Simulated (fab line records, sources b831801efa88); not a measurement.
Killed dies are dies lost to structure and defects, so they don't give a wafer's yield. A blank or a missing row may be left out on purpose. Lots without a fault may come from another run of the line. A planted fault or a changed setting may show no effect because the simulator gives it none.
Which tool did it? | flow gf180mcu | 24 lots, 72 wafers sampled, at 5 steps of a route of 602

WHAT THE GAUGES READ, wafer by wafer
GF_POLY_GATE_CD_MEAS_10: target cd 280 nm.
lot  | measured     | on        | cd_nm (nm)
L074 | day 9 13:52  | cd_sem-01 | 279.9 279.6 279.5
L076 | day 9 22:06  | cd_sem-01 | 278.9 280.3 279.0
L075 | day 10 00:39 | cd_sem-01 | 281.1 278.7 281.3
L077 | day 10 04:11 | cd_sem-02 | 279.6 281.0 280.7
L078 | day 10 18:01 | cd_sem-02 | 280.6 279.7 280.1
L079 | day 10 19:13 | cd_sem-01 | 278.7 280.3 279.3
L082 | day 11 07:49 | cd_sem-01 | 282.7 282.3 282.9
L081 | day 11 08:01 | cd_sem-02 | 280.5 281.1 280.9
L080 | day 11 08:01 | cd_sem-01 | 278.7 278.8 278.7
L083 | day 11 20:25 | cd_sem-02 | 280.9 280.4 279.6
L084 | day 12 03:59 | cd_sem-02 | 279.8 280.2 280.2
L085 | day 12 09:16 | cd_sem-01 | 281.8 281.4 280.8
L086 | day 12 16:52 | cd_sem-01 | 279.6 279.1 280.8
L087 | day 13 01:42 | cd_sem-01 | 279.2 280.1 280.9
L088 | day 13 14:37 | cd_sem-01 | 280.4 280.0 279.7
L089 | day 13 15:20 | cd_sem-02 | 280.7 280.2 281.1
L090 | day 14 03:35 | cd_sem-01 | 279.8 279.6 279.4
L091 | day 14 10:40 | cd_sem-02 | 281.3 280.7 281.2
L092 | day 14 11:23 | cd_sem-01 | 280.7 282.1 280.7
L093 | day 14 20:43 | cd_sem-01 | 279.0 280.3 279.8
L094 | day 15 07:14 | cd_sem-01 | 280.3 280.7 280.6
L095 | day 15 07:56 | cd_sem-02 | 282.0 282.6 281.4
L096 | day 15 14:58 | cd_sem-02 | 278.8 278.9 279.9
L097 | day 15 23:16 | cd_sem-01 | 281.3 279.0 280.7

GF_M2_CD_MEAS_14: target cd 280 nm.
lot  | measured     | on        | cd_nm (nm)
L074 | day 19 14:01 | cd_sem-02 | 281.2 282.1 281.4
L076 | day 20 02:02 | cd_sem-01 | 280.2 278.9 279.7
L075 | day 20 07:22 | cd_sem-01 | 281.1 280.9 281.1
L077 | day 20 04:35 | cd_sem-01 | 277.4 278.9 278.2
L078 | day 21 00:43 | cd_sem-01 | 278.2 280.2 278.5
L079 | day 21 05:08 | cd_sem-02 | 280.7 280.1 280.2
L082 | day 21 20:42 | cd_sem-01 | 279.8 279.0 280.0
L081 | day 21 22:39 | cd_sem-01 | 280.4 280.7 280.8
L080 | day 21 22:37 | cd_sem-02 | 279.8 281.6 280.9
L083 | day 22 14:04 | cd_sem-01 | 279.2 280.2 279.8
L084 | day 23 04:02 | cd_sem-01 | 281.3 281.3 281.8
L085 | day 23 04:49 | cd_sem-01 | 281.1 281.6 281.2
L086 | day 23 18:10 | cd_sem-01 | 280.7 281.4 281.2
L087 | day 24 04:57 | cd_sem-01 | 280.3 279.9 281.0
L088 | day 24 14:25 | cd_sem-01 | 280.0 281.1 281.0
L089 | day 24 15:16 | cd_sem-01 | 281.3 281.2 280.7
L090 | day 25 03:02 | cd_sem-02 | 280.1 279.6 278.7
L091 | day 25 10:24 | cd_sem-01 | 279.8 281.1 280.1
L092 | day 25 14:12 | cd_sem-01 | 279.4 280.4 279.6
L093 | day 25 23:05 | cd_sem-02 | 279.9 278.9 278.3
L094 | day 26 06:42 | cd_sem-02 | 280.0 280.5 280.2
L095 | day 26 09:11 | cd_sem-01 | 280.6 281.6 279.9
L096 | day 26 17:23 | cd_sem-01 | 282.4 282.6 283.8
L097 | day 26 22:14 | cd_sem-02 | 279.0 280.3 279.4

GF_M3_CD_MEAS_14: target cd 280 nm.
lot  | measured     | on        | cd_nm (nm)
L074 | day 21 17:31 | cd_sem-02 | 278.4 277.8 277.8
L076 | day 22 04:58 | cd_sem-02 | 279.7 278.9 280.8
L075 | day 22 11:07 | cd_sem-02 | 281.5 280.3 281.5
L077 | day 22 07:55 | cd_sem-02 | 280.2 279.8 280.0
L078 | day 23 02:48 | cd_sem-01 | 278.7 280.4 279.8
L079 | day 23 06:13 | cd_sem-01 | 279.8 280.2 279.6
L082 | day 23 21:37 | cd_sem-01 | 281.7 282.9 281.0
L081 | day 23 23:10 | cd_sem-02 | 281.2 280.5 279.1
L080 | day 23 23:30 | cd_sem-01 | 280.7 280.1 280.1
L083 | day 24 14:00 | cd_sem-02 | 282.2 281.2 281.0
L084 | day 25 02:26 | cd_sem-01 | 280.9 279.6 280.1
L085 | day 25 04:58 | cd_sem-02 | 278.5 278.2 278.9
L086 | day 25 16:46 | cd_sem-02 | 281.8 282.2 282.7
L087 | day 26 03:26 | cd_sem-02 | 280.0 280.8 279.4
L088 | day 26 10:19 | cd_sem-02 | 280.4 279.4 279.7
L089 | day 26 11:16 | cd_sem-01 | 278.7 278.6 278.3
L090 | day 27 00:17 | cd_sem-01 | 279.1 280.3 280.2
L091 | day 27 07:51 | cd_sem-01 | 279.1 280.3 278.6
L092 | day 27 10:02 | cd_sem-02 | 281.9 282.6 282.8
L093 | day 27 18:42 | cd_sem-01 | 281.4 282.3 282.5
L094 | day 28 02:27 | cd_sem-01 | 280.5 282.4 280.3
L095 | day 28 03:44 | cd_sem-02 | 278.2 278.6 279.3
L096 | day 28 12:22 | cd_sem-02 | 279.8 279.4 280.2
L097 | day 28 17:01 | cd_sem-02 | 281.4 282.5 280.1

WHICH TOOL RAN EACH LOT (tool, then ch and the chambers of the sampled wafers, then the start)
lot  | GF_M2_SPUTTER_02             | GF_V2_SPUTTER_21
L074 | pvd_sputter-01, day 18 13:14 | pvd_sputter-01, day 20 17:05
L076 | pvd_sputter-01, day 19 01:21 | pvd_sputter-04, day 21 04:31
L075 | pvd_sputter-01, day 19 07:12 | pvd_sputter-01, day 21 10:30
L077 | pvd_sputter-02, day 19 04:55 | pvd_sputter-02, day 21 07:05
L078 | pvd_sputter-02, day 20 00:32 | pvd_sputter-02, day 22 02:40
L079 | pvd_sputter-03, day 20 05:13 | pvd_sputter-02, day 22 06:07
L082 | pvd_sputter-02, day 20 20:07 | pvd_sputter-04, day 22 22:44
L081 | pvd_sputter-02, day 20 22:45 | pvd_sputter-02, day 23 00:02
L080 | pvd_sputter-01, day 20 22:13 | pvd_sputter-01, day 23 00:04
L083 | pvd_sputter-03, day 21 15:10 | pvd_sputter-01, day 23 15:26
L084 | pvd_sputter-03, day 22 05:01 | pvd_sputter-04, day 24 04:20
L085 | pvd_sputter-03, day 22 06:16 | pvd_sputter-01, day 24 05:46
L086 | pvd_sputter-03, day 22 19:32 | pvd_sputter-02, day 24 18:47
L087 | pvd_sputter-01, day 23 06:40 | pvd_sputter-04, day 25 05:26
L088 | pvd_sputter-01, day 23 17:17 | pvd_sputter-02, day 25 13:25
L089 | pvd_sputter-02, day 23 17:51 | pvd_sputter-04, day 25 13:45
L090 | pvd_sputter-02, day 24 05:28 | pvd_sputter-04, day 26 02:23
L091 | pvd_sputter-01, day 24 12:26 | pvd_sputter-04, day 26 10:00
L092 | pvd_sputter-02, day 24 16:38 | pvd_sputter-02, day 26 13:15
L093 | pvd_sputter-02, day 25 02:28 | pvd_sputter-04, day 26 21:43
L094 | pvd_sputter-01, day 25 10:16 | pvd_sputter-02, day 27 05:20
L095 | pvd_sputter-01, day 25 12:58 | pvd_sputter-01, day 27 06:55
L096 | pvd_sputter-01, day 25 20:24 | pvd_sputter-01, day 27 15:50
L097 | pvd_sputter-02, day 26 01:15 | pvd_sputter-01, day 27 20:38
- GF_M2_SPUTTER_02: material AlCu, target thk 450 nm, time 23.9 s.
- GF_V2_SPUTTER_21: material Ti, target thk 15 nm, time 80.02 s.

WHAT THE TOOLS THEMSELVES READ (means of the sampled wafers that have a number; where no wafer has one, the mark that the record gives instead)
GF_M2_SPUTTER_02.
lot  | tool           | throttle_valve_pct (%)
L074 | pvd_sputter-01 | 30.0
L076 | pvd_sputter-01 | 30.1
L075 | pvd_sputter-01 | 30.1
L077 | pvd_sputter-02 | 29.3
L078 | pvd_sputter-02 | 29.5
L079 | pvd_sputter-03 | 30.7
L082 | pvd_sputter-02 | 30.4
L081 | pvd_sputter-02 | 31.0
L080 | pvd_sputter-01 | 30.8
L083 | pvd_sputter-03 | 30.4
L084 | pvd_sputter-03 | 30.7
L085 | pvd_sputter-03 | 31.1
L086 | pvd_sputter-03 | 31.1
L087 | pvd_sputter-01 | 30.5
L088 | pvd_sputter-01 | 30.2
L089 | pvd_sputter-02 | 29.8
L090 | pvd_sputter-02 | 30.4
L091 | pvd_sputter-01 | 30.2
L092 | pvd_sputter-02 | 30.6
L093 | pvd_sputter-02 | 31.3
L094 | pvd_sputter-01 | 30.2
L095 | pvd_sputter-01 | 31.1
L096 | pvd_sputter-01 | 30.8
L097 | pvd_sputter-02 | 30.5

GF_V2_SPUTTER_21.
lot  | tool           | throttle_valve_pct (%)
L074 | pvd_sputter-01 | 30.9
L076 | pvd_sputter-04 | 29.0
L075 | pvd_sputter-01 | 29.2
L077 | pvd_sputter-02 | 30.5
L078 | pvd_sputter-02 | 29.6
L079 | pvd_sputter-02 | 30.3
L082 | pvd_sputter-04 | 29.1
L081 | pvd_sputter-02 | 29.7
L080 | pvd_sputter-01 | 29.9
L083 | pvd_sputter-01 | 30.0
L084 | pvd_sputter-04 | 29.0
L085 | pvd_sputter-01 | 30.1
L086 | pvd_sputter-02 | 29.6
L087 | pvd_sputter-04 | 28.9
L088 | pvd_sputter-02 | 30.5
L089 | pvd_sputter-04 | 28.7
L090 | pvd_sputter-04 | 29.0
L091 | pvd_sputter-04 | 30.0
L092 | pvd_sputter-02 | 31.3
L093 | pvd_sputter-04 | 30.2
L094 | pvd_sputter-02 | 30.7
L095 | pvd_sputter-01 | 30.9
L096 | pvd_sputter-01 | 30.2
L097 | pvd_sputter-01 | 30.6

THE ANSWER, worked out from the rows above alone
Rule: what is usual is taken from the lots themselves. Put in order of their means at a reading, lots are off if they are a third of the lots or fewer, leave a main group of 4 or more, and stand apart from it by a gap of 3 or more times the standard deviation of the main group's means; of several such gaps the widest counts. A main group whose means are all the same, to the digits that the tables above print for the reading, isn't used. A lot without any number at a reading at which 4 lots or more have one is off too. The other lots that the step has rows for count as sound. The gauges are gone through in route order, then the tools' own readings, and for those a lot's mean is taken as printed above. The first step at which some lot is off is used, and at that step the reading that is off furthest; a lot without a number counts as furthest.
No lot is off at any reading shown: from this, nothing can be told.

WHAT THE SIMULATOR HAD PUT IN
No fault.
